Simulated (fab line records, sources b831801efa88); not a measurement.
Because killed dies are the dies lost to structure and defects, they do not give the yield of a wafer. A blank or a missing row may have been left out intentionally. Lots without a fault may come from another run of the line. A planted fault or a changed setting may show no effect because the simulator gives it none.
Chamber matching / flow sky130 / 3 sister chambers for SKY_PASSIVATION_CVD_00 on pecvd-04
The step deposits SiO2, target thk 90 nm. 18 wafers are shown with their chamber, then 9 later ones without.

## WAFERS, EACH WITH ITS CHAMBER
wafer=L077.4; chamber=1; heaterPowerW (W)=821
wafer=L077.5; chamber=0; heaterPowerW (W)=550
wafer=L077.6; chamber=2; heaterPowerW (W)=726
wafer=L079.3; chamber=0; heaterPowerW (W)=643
wafer=L079.5; chamber=0; heaterPowerW (W)=660
wafer=L079.6; chamber=2; heaterPowerW (W)=654
wafer=L084.1; chamber=2; heaterPowerW (W)=701
wafer=L084.4; chamber=1; heaterPowerW (W)=717
wafer=L084.6; chamber=2; heaterPowerW (W)=717
wafer=L085.1; chamber=1; heaterPowerW (W)=735
wafer=L085.4; chamber=2; heaterPowerW (W)=717
wafer=L085.5; chamber=1; heaterPowerW (W)=747
wafer=L088.3; chamber=0; heaterPowerW (W)=632
wafer=L088.4; chamber=2; heaterPowerW (W)=772
wafer=L088.5; chamber=0; heaterPowerW (W)=631
wafer=L089.1; chamber=2; heaterPowerW (W)=763
wafer=L089.2; chamber=1; heaterPowerW (W)=791
wafer=L089.5; chamber=0; heaterPowerW (W)=630

SIGNATURES, as means of the wafers listed above
reading=heaterPowerW; chamber 0=624.33; chamber 1=762.20; chamber 2=721.43; scatter within a chamber=39.9
Rule: for each reading, subtract the chamber's mean from the wafer's reading, divide by that reading's scatter and square the result; add these up over the readings and take the root, which gives the wafer's distance from the chamber. If the next closest chamber is less than 2 further off than the closest, the wafer can't be placed; otherwise it belongs to the closest. The scatter: the root of (the sum of the squares of (reading less its chamber's mean) over the shown wafers, divided by (wafers less chambers)).

## WAFERS WITHOUT THEIR CHAMBER
wafer=L090.3; heaterPowerW (W)=621
wafer=L090.4; heaterPowerW (W)=818
wafer=L090.5; heaterPowerW (W)=643
wafer=L093.2; heaterPowerW (W)=658
wafer=L093.3; heaterPowerW (W)=694
wafer=L093.4; heaterPowerW (W)=689
wafer=L094.2; heaterPowerW (W)=577
wafer=L094.3; heaterPowerW (W)=675
wafer=L094.4; heaterPowerW (W)=598

## THE CHAMBER EACH PASSED THROUGH
wafer=L090.3; from the rows above=0; in truth=0
wafer=L090.4; from the rows above=can't be placed: 1 or 2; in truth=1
wafer=L090.5; from the rows above=can't be placed: 0 or 2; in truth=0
wafer=L093.2; from the rows above=can't be placed: 0 or 2 or 1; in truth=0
wafer=L093.3; from the rows above=can't be placed: 2 or 1 or 0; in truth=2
wafer=L093.4; from the rows above=can't be placed: 2 or 0 or 1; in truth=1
wafer=L094.2; from the rows above=0; in truth=0
wafer=L094.3; from the rows above=can't be placed: 2 or 0 or 1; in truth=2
wafer=L094.4; from the rows above=0; in truth=0
Correctly placed: 3 of 9. From these rows, 6 cannot be placed; in 6 the true chamber is one of the candidates. Wrongly placed: 0.
